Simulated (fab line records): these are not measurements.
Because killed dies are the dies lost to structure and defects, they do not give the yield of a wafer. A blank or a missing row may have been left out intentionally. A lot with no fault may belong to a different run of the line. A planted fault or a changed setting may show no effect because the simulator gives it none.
Struck lot and sound lot, side by side    flow sky130    17 steps out of a route of 708
Sound: wafers L425.2, L425.4, L425.5. Struck: wafers L416.1, L416.3, L416.4. The cause is given at the end.
At each step with rows: each side's tool, then ch and its chambers, then its first start. Under that, the readings that differ: sound wafers    struck wafers    difference of the means    sigmas: that difference in standard deviations of wafers without a fault.
alike: readings with means less than 2 such deviations apart, plus words and numbers identical on both sides. not compared: withheld readings, readings lacking a value on some wafer, bounds such as >300 that could conceal the same value, and numbers that have no deviation in the record and whose values overlap.
A row with sigmas, a row that says differs or no value, or rows on one side alone: a step with any of these is where the two part. Non-overlapping numbers with no deviation appear without sigmas and do not part them. Lack of a reading on every wafer of one side parts them only where that side has two or more wafers.

SKY_LDD_HVP_STRIP_09: strips in O2/N2.
  sound on plasma asher-04 ch 0,1, day 29 00:09; struck on plasma asher-04 ch 0,1, day 26 00:57
  alike: drypump motor current A, o2 flow sccm, oes product au, strip time to endpoint s
  not compared: rf hours counter h
SKY_LDD_HVP_TW_MEAS_10:
  sound: film metro-04 at day 29 00:16; struck: film metro-04 at day 26 01:03
  alike: LDD_HVP_TW
then, 7 steps without rows for these wafers: SKY_LDD_LDN_DEHYDRATE_00 (time 60 s); SKY_LDD_LDN_HMDS_01 (prime time 60 s); SKY_LDD_LDN_COAT_02 (resist thk 1140 nm); SKY_LDD_LDN_SOFTBAKE_03 (time 60 s); SKY_LDD_LDN_EXPOSE_04 (exposes mask LDNTM, target cd 700 nm); SKY_LDD_LDN_PEB_05; SKY_LDD_LDN_DEVELOP_06 (develop time 60 s).
SKY_LDD_LDN_OVL_MEAS_07:
  sound: overlay-01 at day 30 03:29; struck: overlay-01 at day 27 06:13
  alike: LDD_LDN_OVL
then, 2 steps without rows for these wafers: SKY_LDD_LDN_IMPLANT_08; SKY_LDD_LDN_IMPLANT_09.
SKY_LDD_LDN_IMPLANT_10:
  sound on implanter-04 ch 0, day 30 03:50; struck on implanter-03, day 27 06:33
  no value came back on the struck wafers for beam energy keV, beam on s (s); on the sound wafers beam energy keV reads 15.010 14.997 14.997
following that, these wafers have no rows for 1 step: SKY_LDD_LDN_IMPLANT_11.
SKY_LDD_LDN_STRIP_12: strips in O2/N2.
  sound on plasma asher-03 ch 1, day 30 04:07; struck on plasma asher-03 ch 0,1, day 27 06:51
  alike: drypump motor current A, o2 flow sccm, oes product au, strip time to endpoint s
  not compared: rf hours counter h
SKY_LDD_LDN_TW_MEAS_13:
  sound: film metro-01 at day 30 04:14; struck: film metro-01 at day 27 06:57
reading     sound           struck          difference  sigmas
LDD_LDN_TW  1487 1479 1486  1356 1360 1358  -126        -10
then, 1 step without rows for these wafers: SKY_LDD_LDN_CLEAN_14 (cleans in SC1/SC2, time 150 s).

## WHERE THEY PART
At SKY_LDD_LDN_IMPLANT_10 first; at SKY_LDD_LDN_TW_MEAS_13 last (within this record only).

WHY: whatever the simulator had introduced
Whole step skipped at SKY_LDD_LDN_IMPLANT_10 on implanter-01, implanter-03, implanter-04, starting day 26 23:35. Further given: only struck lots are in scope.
